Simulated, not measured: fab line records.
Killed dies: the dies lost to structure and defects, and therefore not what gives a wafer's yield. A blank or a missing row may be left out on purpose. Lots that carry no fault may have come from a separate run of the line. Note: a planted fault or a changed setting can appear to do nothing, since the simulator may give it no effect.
2 desks, one fault | flow sky130 | every desk sees just its own numbers, and what lay behind them comes last

## FOR THE TOOL OWNER'S DESK: rtp anneal-01
The tool's own readings at SKY_SD_N_RTA_14 (time 2 s): means of the sampled wafers that have a number, for each lot that ran on this tool. Any lot whose mean is over 4 standard deviations away from the usual mean is out of limits and marked OUT; that distance is given in the brackets.
Columns: A = lamp power pct at SKY_SD_N_RTA_14, usual 15.74 %; B = ramp down c per s at SKY_SD_N_RTA_14, usual 90.000; C = wafer_temp_C_max at SKY_SD_N_RTA_14, usual 1078.1
lot  | first seen here | A     | B      | C
L206 | day 28 12:11    | 15.73 | 90.017 | 1078.4
L209 | day 29 06:31    | 15.72 | 89.999 | 1076.7
L212 | day 30 06:44    | 15.75 | 90.005 | 1077.5
L213 | day 30 13:55    | 15.73 | 89.997 | 1078.6
L219 | day 32 08:36    | 15.76 | 90.011 | 1085.5 (+5.3) OUT
L221 | day 33 00:00    | 15.78 | 89.992 | 1085.7 (+5.5) OUT
This desk finds L219, L221 out of limits, L219 being first, at day 32 08:36 (wafer_temp_C_max at SKY_SD_N_RTA_14). L206, L209, L212, L213 stayed within limits.

## AT THE METROLOGY DESK
What the gauges read, lot by lot, whatever tool the lot ran on: means of the sampled wafers that have a number. Any lot whose mean is over 4 standard deviations away from the usual mean is out of limits and marked OUT; that distance is given in the brackets.
Columns: A = VT_ADJUST_NCORE_OVL at SKY_VT_ADJUST_NCORE_OVL_MEAS_08, usual -1.4 nm; B = VT_ADJUST_NCORE_TW at SKY_VT_ADJUST_NCORE_TW_MEAS_11, usual 218.9; C = LDD_HVN_OVL at SKY_LDD_HVN_OVL_MEAS_07, usual -0.8 nm; D = SD_N_RS at SKY_SD_N_RS_MEAS_16, usual 68.56 ohm/sq; E = SD_P_RS at SKY_SD_N_RS_MEAS_17, usual 147.1 ohm/sq
lot  | first seen here | A    | B     | C    | D               | E
L206 | day 8 17:05     | -1.8 | 216.6 | -1.5 | 68.67           | 147.1
L207 | day 9 04:00     | -2.7 | 216.8 | -0.5 | 68.55           | 147.3
L208 | day 9 12:38     | -2.5 | 219.7 | 0.1  | 68.58           | 147.6
L209 | day 9 15:22     | -0.1 | 221.4 | -2.6 | 68.50           | 147.2
L211 | day 10 08:12    | -2.2 | 216.6 | -0.6 | 68.42           | 146.4
L212 | day 10 14:44    | 1.9  | 219.1 | -1.7 | 68.57           | 146.8
L213 | day 10 19:40    | -1.7 | 217.9 | 0.0  | 68.77           | 147.3
L219 | day 12 10:58    | -1.2 | 218.9 | 1.1  | 67.36 (-10) OUT | 140.8 (-18) OUT
L221 | day 12 23:12    | -1.8 | 219.2 | -2.9 | 67.34 (-10) OUT | 140.8 (-19) OUT
L224 | day 13 23:29    | -3.4 | 218.6 | -3.4 | 68.61           | 147.1
L226 | day 14 11:08    | -2.6 | 217.2 | -1.7 | 68.62           | 147.1
L228 | day 15 00:26    | 0.6  | 218.9 | -1.3 | 68.68           | 147.3
This desk's finding: out of limits on L219, L221; first on L219, day 32 08:47 (SD_N_RS at SKY_SD_N_RS_MEAS_16). L206, L207, L208, L209, L211, L212, L213, L224, L226, L228 stayed within limits.

## ALL TOGETHER
An alarm could have come from the tool owner's desk at day 32 08:36, on L219, L221.
An alarm was possible from the metrology desk at day 32 08:47, on L219, L221.
On rtp anneal-01, each named lot ran SKY_SD_N_RTA_14.

## WHAT WAS PUT IN BY THE SIMULATOR
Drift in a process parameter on rtp anneal-01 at SKY_SD_N_RTA_14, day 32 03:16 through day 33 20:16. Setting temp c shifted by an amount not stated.
Struck lots among those shown: L219, L221.
Fault start to first reading out of limits, in hours, per desk: tool owner, 5; metrology, 6.
